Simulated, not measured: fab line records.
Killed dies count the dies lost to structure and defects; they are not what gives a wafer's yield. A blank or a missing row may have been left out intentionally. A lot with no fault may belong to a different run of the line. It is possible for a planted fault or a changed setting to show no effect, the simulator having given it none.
Split-lot trial | flow sfqLine | 23 wafers read across 5 lots, on a route 325 steps long

== ON THE SPLIT ==
At SFQ_TRILAYER_M3_LITHO_EXPOSE_076 (exposes mask M3, target cd 500 nm), the setting doseMj was moved away from the recipe's 14.4 on 6 of the 23 wafers read, by -5.3% to +5.9%. For the rest of the wafers, this setting stayed at what the recipe calls for.

== FROM THE SPLIT TO THE READING: what the file shows between them, 3 steps ==
- SFQ_TRILAYER_M3_LITHO_PEB_078: peb time 60 s
- SFQ_TRILAYER_M3_LITHO_DEVELOP_077: time 60 s
- SFQ_TRILAYER_M3_BARC_OPEN_METAL_ETCH_100: etches BARC in O2, target depth 125 nm, time 41.7 s

== THE READING ==
M3.cdNm (the simulator's own value, which no gauge read), in nm, at SFQ_TRILAYER_M3_ETCH_METAL_ETCH_078 (etches Nb in Cl2/Ar, stops on SiO2, target depth 240 nm, time 120 s). No usual value for it is given in the file. The 17 wafers here that ran the recipe average 500.4 nm, standard deviation 1.7 nm.

wafer  | tool, chamber at the split | doseMj as run | against the recipe | M3.cdNm, nm | against lot-mates on the recipe
L080.2 | krfScanner-01, 0           | 14.4          | recipe             | 502.7       | -
L080.3 | krfScanner-01, 0           | 13.63         | -5.3%              | 509.1       | +7.3
L080.4 | krfScanner-01, 0           | 14.4          | recipe             | 499.7       | -
L080.5 | krfScanner-01, 0           | 14.4          | recipe             | 503         | -
L080.6 | krfScanner-01, 0           | 13.63         | -5.3%              | 509.8       | +8.0
L081.1 | krfScanner-01, 0           | 14.4          | recipe             | 500.8       | -
L081.2 | krfScanner-01, 0           | 14.4          | recipe             | 499.6       | -
L081.3 | krfScanner-01, 0           | 14.4          | recipe             | 502.2       | -
L082.1 | krfScanner-02, 0           | 14.4          | recipe             | 501.7       | -
L082.2 | krfScanner-02, 0           | 14.4          | recipe             | 500.1       | -
L082.3 | krfScanner-02, 0           | 14.4          | recipe             | 500.1       | -
L082.4 | krfScanner-02, 0           | 14.4          | recipe             | 501.8       | -
L082.5 | krfScanner-02, 0           | 14.4          | recipe             | 501.3       | -
L084.1 | krfScanner-02, 0           | 14.4          | recipe             | 497.4       | -
L084.2 | krfScanner-02, 0           | 14.4          | recipe             | 498         | -
L084.4 | krfScanner-02, 0           | 13.77         | -4.4%              | 505.6       | +7.9
L084.5 | krfScanner-02, 0           | 14.4          | recipe             | 497.7       | -
L084.6 | krfScanner-02, 0           | 13.77         | -4.4%              | 507.2       | +9.5
L085.1 | krfScanner-02, 0           | 14.4          | recipe             | 498         | -
L085.2 | krfScanner-02, 0           | 15.25         | +5.9%              | 491.6       | -8.6
L085.3 | krfScanner-02, 0           | 14.4          | recipe             | 500.8       | -
L085.5 | krfScanner-02, 0           | 14.4          | recipe             | 501.7       | -
L085.6 | krfScanner-02, 0           | 15.25         | +5.9%              | 488.7       | -11.5

FIT RESULTS
A straight line over all 23 wafers: M3.cdNm changes by -1.64 nm for each +1% of doseMj; r = -0.94; the points scatter about the line by 1.7 nm.
The same after taking each lot's own level away (the mean of its wafers on the recipe; 23 wafers): -1.67 nm for each +1%; r = -0.97; scatter 1.3 nm.
Per that fit: largest doseMj move, reading shift of 9.9 nm.
From 497.70 to 501.80 nm: that is the span of the lots' own levels, equal to 2.4 times the standard deviation above.
So the lot-to-lot level changes the slope little: the two slopes agree.
Check: for one of the wafers moved furthest among these (+5.9%), held out of the fit, the line's prediction against its lot-mates is -10.4 nm. Against them it came out at -8.57 nm.

== OTHER SPLITS ON THESE WAFERS ==
Note: prior to the reading, these wafers also went through further splits. Each is held against what the fit with the lots' levels taken away leaves over:
other split on the same wafers                     | wafers away from the commonest value | r with M3.cdNm (lot level and that fit taken away)
SFQ_TRILAYER_I1_VIA_LITHO_COAT_049 spinRpm         | 8                                    | +0.10
SFQ_TRILAYER_I1_VIA_BARC_OPEN_VIA_ETCH_071 sourceW | 8                                    | -0.01
SFQ_TRILAYER_M2_LITHO_COAT_062 spinRpm             | 8                                    | +0.27
SFQ_TRILAYER_I2_CMP_CMP_064 leaveAboveRefNm        | 5                                    | -0.32
SFQ_TRILAYER_I2_VIA_BARC_OPEN_VIA_ETCH_096 timeS   | 8                                    | +0.04

== THE WHOLE CHAIN: every reading that the file lists as answering this split, in the file's order ==
step                                     | what it does                                                        | reading                                                  | change (the file's fit)              | r (the file's)
SFQ_TRILAYER_M3_BARC_OPEN_METAL_ETCH_100 | etches BARC in O2, target depth 125 nm, time 41.7 s                 | M3.cdNm (the simulator's own value, which no gauge read) | -1.65 nm for each +1% of the setting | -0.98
SFQ_TRILAYER_M3_ETCH_METAL_ETCH_078      | etches Nb in Cl2/Ar, stops on SiO2, target depth 240 nm, time 120 s | M3.cdNm (the simulator's own value, which no gauge read) | -1.67 nm for each +1% of the setting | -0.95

== THE FILE'S OWN FIT ==
M3.cdNm changes by -1.67 nm for each +1% of doseMj, r = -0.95.
